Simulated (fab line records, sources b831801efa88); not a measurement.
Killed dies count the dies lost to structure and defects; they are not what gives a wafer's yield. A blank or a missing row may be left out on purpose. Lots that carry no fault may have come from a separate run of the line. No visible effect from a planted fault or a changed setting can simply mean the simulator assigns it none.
A lot that was struck, set against a sound lot || flow sky130 || 43 out of 708 route steps
Sound: these wafers, L335.2, L335.5, L335.6. Struck: wafers L347.1, L347.5, L347.6. The cause is given at the end.
Each step with rows lists, per side, the tool, then ch with its chambers, then its first start. Under that, the readings that differ: sound wafers || struck wafers || difference of the means || sigmas: that difference in standard deviations of wafers without a fault.
alike: same words and numbers on both sides, and readings whose means sit less than 2 such deviations apart. not compared: any withheld reading, any reading some wafer has no value for, any bound like >300 that may hide the same value, and any number with overlapping values for which the record gives no deviation.
The two part at a step that has a row with sigmas, a row that says differs or no value, or rows on one side only. Numbers that have no deviation but don't overlap get no sigmas and don't part them. A reading missing from all wafers of one side parts the sides only when that side holds two or more wafers.

first, 1 step without rows for these wafers: SKY_LDD_P_IMPLANT_09.
SKY_LDD_P_STRIP_10: strips in O2/N2.
  sound on plasma_asher-03 ch 0,1, day 21 01:44; struck on plasma_asher-01 ch 0,1, day 25 09:26
{"reading": "oes_product_au (a.u.)", "sound": "0.708 0.712 0.708", "struck": "0.717 0.724 0.714", "difference": "+0.009", "sigmas": "+2"}
  alike: drypump_motor_current_A, strip_time_to_endpoint_s
  not compared: rf_hours_counter_h
SKY_LDD_P_TW_MEAS_11:
  sound on film_metro-02 at day 21 01:50; struck on film_metro-02 at day 25 09:32
  alike: LDD_P_TW
then, 7 steps without rows for these wafers: SKY_LDD_HVN_DEHYDRATE_00 (time 60 s); SKY_LDD_HVN_HMDS_01 (prime time 60 s); SKY_LDD_HVN_COAT_02 (resist thk 300 nm); SKY_LDD_HVN_SOFTBAKE_03 (time 60 s); SKY_LDD_HVN_EXPOSE_04 (exposes mask HVNTM, target cd 700 nm); SKY_LDD_HVN_PEB_05; SKY_LDD_HVN_DEVELOP_06 (develop time 60 s).
SKY_LDD_HVN_OVL_MEAS_07:
  sound on overlay-02 at day 22 08:20; struck on overlay-01 at day 26 14:04
  alike: LDD_HVN_OVL
following that, these wafers have no rows for 1 step: SKY_LDD_HVN_IMPLANT_08.
SKY_LDD_HVN_STRIP_09: strips in O2/N2.
  sound on plasma_asher-03 ch 0,1, day 22 08:31; struck on plasma_asher-03 ch 0,1, day 26 14:16
{"reading": "strip_time_to_endpoint_s (s)", "sound": "4.141 4.117 4.129", "struck": "4.168 4.155 4.162", "difference": "+0.033", "sigmas": "+2"}
  alike: drypump_motor_current_A, oes_product_au
  not compared: rf_hours_counter_h
SKY_LDD_HVN_TW_MEAS_10:
  sound on film_metro-04 at day 22 08:37; struck on film_metro-02 at day 26 14:22
  alike: LDD_HVN_TW
then, 7 steps without rows for these wafers: SKY_LDD_HVP_DEHYDRATE_00 (time 60 s); SKY_LDD_HVP_HMDS_01 (prime time 60 s); SKY_LDD_HVP_COAT_02 (resist thk 300 nm); SKY_LDD_HVP_SOFTBAKE_03 (time 60 s); SKY_LDD_HVP_EXPOSE_04 (exposes mask HVPTM, target cd 700 nm); SKY_LDD_HVP_PEB_05; SKY_LDD_HVP_DEVELOP_06 (develop time 60 s).
SKY_LDD_HVP_OVL_MEAS_07:
  sound on overlay-01 at day 23 14:47; struck on overlay-02 at day 27 18:51
  alike: LDD_HVP_OVL
following that, these wafers have no rows for 1 step: SKY_LDD_HVP_IMPLANT_08.
SKY_LDD_HVP_STRIP_09: strips in O2/N2.
  sound on plasma_asher-04 ch 0,1, day 23 14:58; struck on plasma_asher-01 ch 0,1, day 27 19:02
  alike: drypump_motor_current_A, oes_product_au, strip_time_to_endpoint_s
  not compared: rf_hours_counter_h
SKY_LDD_HVP_TW_MEAS_10:
  sound on film_metro-03 at day 23 15:05; struck on film_metro-04 at day 27 19:08
  alike: LDD_HVP_TW
then, 7 steps without rows for these wafers: SKY_LDD_LDN_DEHYDRATE_00 (time 60 s); SKY_LDD_LDN_HMDS_01 (prime time 60 s); SKY_LDD_LDN_COAT_02 (resist thk 1140 nm); SKY_LDD_LDN_SOFTBAKE_03 (time 60 s); SKY_LDD_LDN_EXPOSE_04 (exposes mask LDNTM, target cd 700 nm); SKY_LDD_LDN_PEB_05; SKY_LDD_LDN_DEVELOP_06 (develop time 60 s).
SKY_LDD_LDN_OVL_MEAS_07:
  sound on overlay-01 at day 24 20:46; struck on overlay-01 at day 28 23:25
  alike: LDD_LDN_OVL
then, 4 steps without rows for these wafers: SKY_LDD_LDN_IMPLANT_08; SKY_LDD_LDN_IMPLANT_09; SKY_LDD_LDN_IMPLANT_10; SKY_LDD_LDN_IMPLANT_11.
SKY_LDD_LDN_STRIP_12: strips in O2/N2.
  sound on plasma_asher-02 ch 0,1, day 24 21:23; struck on plasma_asher-01 ch 0,1, day 29 00:03
  alike: drypump_motor_current_A, oes_product_au, strip_time_to_endpoint_s
  not compared: rf_hours_counter_h
SKY_LDD_LDN_TW_MEAS_13:
  sound on film_metro-04 at day 24 21:30; struck on film_metro-04 at day 29 00:09
  alike: LDD_LDN_TW
then, 2 steps without rows for these wafers: SKY_LDD_LDN_CLEAN_14 (cleans in SC1/SC2, time 150 s); SKY_SPACER_CVD_00 (deposits Si3N4 from DCS/NH3, target thk 43.1 nm, time 740 s).
SKY_SPACER_THK_MEAS_01:
  sound on film_metro-03 at day 24 22:49; struck on film_metro-03 at day 29 01:57
  alike: SPACER_CVD_00_THK
-- the record jumps here: 21 days lie between the struck wafers' starts before and after (it left off in module SPACER and takes up again in module PAD_OPEN, whose first step shown is number 708 of the route) --
SKY_PAD_OPEN_PROBE_99:
  sound on prober-02 at day 47 03:17; struck on prober-02 at day 49 21:12
{"reading": "hold", "sound": "- - -", "struck": "await_dispo/2.6h/release await_dispo/2.6h/release await_dispo/2.6h/release", "difference": "no value on the sound wafers", "sigmas": ""}
{"reading": "killed_at_M0_to_M3", "sound": "37 40 36", "struck": "58 55 52", "difference": "+17", "sigmas": "+2"}
{"reading": "killed_at_front_end", "sound": "16 16 18", "struck": "65 62 64", "difference": "+47", "sigmas": "+10"}
{"reading": "killed_dies", "sound": "81 81 78", "struck": "142 141 146", "difference": "+63", "sigmas": "+6"}
  alike: killed_at_M4_up, killed_at_contacts, killed_at_other, killed_open, killed_short

WHERE THEY PART
Earliest at SKY_LDD_P_STRIP_10; latest, in this record, at SKY_PAD_OPEN_PROBE_99.

WHY: whatever the simulator had introduced
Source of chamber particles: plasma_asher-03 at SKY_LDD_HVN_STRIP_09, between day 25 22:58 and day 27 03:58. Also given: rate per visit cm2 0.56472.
